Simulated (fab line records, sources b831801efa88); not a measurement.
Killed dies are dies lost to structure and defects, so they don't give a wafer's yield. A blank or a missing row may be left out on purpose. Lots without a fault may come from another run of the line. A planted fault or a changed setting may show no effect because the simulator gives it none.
Which tool did it? | flow gf180mcu | 14 lots, 42 wafers sampled, at 4 steps of a route of 602

WHAT THE GAUGES READ, wafer by wafer
GF_POLY_GATE_CD_MEAS_18. Usual: cd_nm 279.3 nm, standard deviation 2.1.
lot  | measured     | on        | cd_nm (nm)        | flag
L329 | day 9 14:25  | cd_sem-01 | 279.4 278.2 280.9 |
L331 | day 10 00:16 | cd_sem-02 | 280.5 281.7 280.4 |
L335 | day 11 06:19 | cd_sem-01 | 279.0 280.0 279.1 |
L339 | day 12 17:02 | cd_sem-01 | 278.5 278.3 275.7 |
L340 | day 12 23:35 | cd_sem-01 | 280.0 279.6 282.7 |
L341 | day 13 04:07 | cd_sem-02 | 282.5 283.6 282.1 |
L343 | day 13 19:49 | cd_sem-02 | 280.1 283.1 281.2 |
L345 | day 14 05:47 | cd_sem-02 | 280.4 280.9 280.7 |
L346 | day 14 13:10 | cd_sem-02 | 279.4 277.5 277.9 |
L347 | day 14 20:51 | cd_sem-02 | 277.8 277.8 280.1 |
L348 | day 15 07:39 | cd_sem-01 | 281.4 280.4 281.4 |
L349 | day 15 09:48 | cd_sem-02 | 279.3 276.7 275.5 |
L350 | day 15 18:22 | cd_sem-02 | 278.0 278.1 280.6 |
L351 | day 15 23:12 | cd_sem-02 | 279.0 279.4 278.7 |

GF_HV_LDD_CD_MEAS_19: target cd 400 nm. Usual: cd_nm 404.7 nm, standard deviation 2.2.
lot  | measured     | on        | cd_nm (nm)        | flag
L329 | day 11 02:57 | cd_sem-01 | 403.3 402.9 404.2 |
L331 | day 11 13:37 | cd_sem-02 | 407.6 409.9 409.2 |
L335 | day 12 20:26 | cd_sem-02 | 404.7 404.7 403.0 |
L343 | day 15 15:03 | cd_sem-01 | 403.3 402.9 406.7 |
L345 | day 15 22:58 | cd_sem-01 | 404.3 403.2 401.5 |
L346 | day 16 08:59 | cd_sem-01 | 402.3 402.6 402.7 |
L347 | day 16 16:14 | cd_sem-02 | 404.9 404.7 403.4 |
L348 | day 17 03:04 | cd_sem-02 | 405.8 403.7 405.0 |
L349 | day 17 07:12 | cd_sem-02 | 399.5 400.3 399.7 |
L350 | day 17 16:04 | cd_sem-02 | 404.0 402.7 405.9 |
L351 | day 17 21:53 | cd_sem-01 | 405.5 406.8 406.0 |

WHICH TOOL RAN EACH LOT (tool, then ch and the chambers of the sampled wafers, then the start)
lot  | GF_VT_IMPLANT_RTA_45             | GF_POLY_GATE_STRIP_14
L329 | rtp_anneal-01 ch 0, day 7 21:49  | plasma_asher-03 ch 0, day 9 12:53
L331 | rtp_anneal-02 ch 0, day 8 07:16  | plasma_asher-03 ch 0,1, day 9 22:47
L335 | rtp_anneal-02 ch 0, day 9 11:06  | plasma_asher-01 ch 0,1, day 11 04:51
L339 | rtp_anneal-01 ch 0, day 10 19:35 | plasma_asher-03 ch 0, day 12 15:29
L340 | rtp_anneal-02 ch 0, day 11 00:32 | plasma_asher-03 ch 0,1, day 12 21:03
L341 | rtp_anneal-01 ch 0, day 11 04:25 | plasma_asher-01 ch 0, day 13 02:39
L343 | rtp_anneal-02 ch 0, day 11 19:28 | plasma_asher-03 ch 0,1, day 13 17:38
L345 | rtp_anneal-02 ch 0, day 12 06:44 | plasma_asher-04 ch 0,1, day 14 04:18
L346 | rtp_anneal-01 ch 0, day 12 13:36 | plasma_asher-04 ch 0,1, day 14 11:42
L347 | rtp_anneal-02 ch 0, day 12 19:58 | plasma_asher-04 ch 0,1, day 14 19:23
L348 | rtp_anneal-02 ch 0, day 13 07:13 | plasma_asher-03 ch 0,1, day 15 06:09
L349 | rtp_anneal-01 ch 0, day 13 07:53 | plasma_asher-04 ch 0,1, day 15 07:11
L350 | rtp_anneal-01 ch 0, day 13 16:32 | plasma_asher-01 ch 0,1, day 15 16:53
L351 | rtp_anneal-02 ch 0, day 13 21:37 | plasma_asher-04 ch 0,1, day 15 21:41
- GF_VT_IMPLANT_RTA_45: time 30 s.
- GF_POLY_GATE_STRIP_14: strips in O2/N2.

WHAT THE TOOLS THEMSELVES READ (means of the sampled wafers that have a number; where no wafer has one, the mark that the record gives instead)
GF_VT_IMPLANT_RTA_45. Usual: lamp_power_pct 38.7 %, standard deviation 0.66; wafer_temp_C_max 1053.7, standard deviation 0.75.
lot  | tool          | lamp_power_pct (%) | wafer_temp_C_max | flag
L329 | rtp_anneal-01 | 39.4               | 1053.7           |
L331 | rtp_anneal-02 | 38.1               | 1054.1           |
L335 | rtp_anneal-02 | 38.1               | 1054.5           |
L339 | rtp_anneal-01 | 39.5               | 1053.4           |
L340 | rtp_anneal-02 | 38.1               | 1052.7           |
L341 | rtp_anneal-01 | 39.4               | 1054.7           |
L343 | rtp_anneal-02 | 38.1               | 1053.5           |
L345 | rtp_anneal-02 | 38.1               | 1053.8           |
L346 | rtp_anneal-01 | 39.4               | 1053.1           |
L347 | rtp_anneal-02 | 38.1               | 1054.0           |
L348 | rtp_anneal-02 | 38.0               | 1054.3           |
L349 | rtp_anneal-01 | 39.4               | 1053.1           |
L350 | rtp_anneal-01 | 39.5               | 1054.5           |
L351 | rtp_anneal-02 | 38.1               | 1053.4           |

GF_POLY_GATE_STRIP_14. Usual: chamber_pressure_mTorr 1500 mTorr, standard deviation 3.6; drypump_motor_current_A 5.66 A, standard deviation 0.29; heater_power_w 363 W, standard deviation 24; oes_product_au 0.500 a.u., standard deviation 0.0048.
lot  | tool            | chamber_pressure_mTorr (mTorr) | drypump_motor_current_A (A) | heater_power_w (W) | oes_product_au (a.u.) | flag
L329 | plasma_asher-03 | 1499                           | 5.58                        | 363                | 0.499                 |
L331 | plasma_asher-03 | 1499                           | 5.93                        | 362                | 0.496                 |
L335 | plasma_asher-01 | 1501                           | 5.30                        | 336                | 0.500                 |
L339 | plasma_asher-03 | -                              | -                           | -                  | -                     | OFF
L340 | plasma_asher-03 | -                              | -                           | -                  | -                     | OFF
L341 | plasma_asher-01 | -                              | -                           | -                  | -                     | OFF
L343 | plasma_asher-03 | 1499                           | 5.89                        | 359                | 0.499                 |
L345 | plasma_asher-04 | 1499                           | 5.67                        | 393                | 0.502                 |
L346 | plasma_asher-04 | 1500                           | 5.67                        | 390                | 0.502                 |
L347 | plasma_asher-04 | 1500                           | 5.66                        | 393                | 0.496                 |
L348 | plasma_asher-03 | 1500                           | 5.88                        | 360                | 0.501                 |
L349 | plasma_asher-04 | 1500                           | 5.68                        | 392                | 0.495                 |
L350 | plasma_asher-01 | 1502                           | 5.26                        | 340                | 0.501                 |
L351 | plasma_asher-04 | 1500                           | 5.67                        | 392                | 0.499                 |

THE ANSWER, worked out from the rows above alone
Rule: a lot is off if the mean of its wafers that have a number lies more than 3 standard deviations from the usual mean. A lot without any number at a reading at which 4 lots or more have one is off too. The other lots that the step has rows for count as sound. The gauges are gone through in route order, then the tools' own readings, and for those a lot's mean is taken as printed above. The first step at which some lot is off is used, and at that step the reading that is off furthest; a lot without a number counts as furthest.
Off: L339, L340, L341, at GF_POLY_GATE_STRIP_14 (chamber_pressure_mTorr). Without a number there: L339, L340, L341.
A tool fits if, at that step or a process step before it, it ran every lot that is off, and no sound lot after the first of them. None of those tried fits.

WHAT THE SIMULATOR HAD PUT IN
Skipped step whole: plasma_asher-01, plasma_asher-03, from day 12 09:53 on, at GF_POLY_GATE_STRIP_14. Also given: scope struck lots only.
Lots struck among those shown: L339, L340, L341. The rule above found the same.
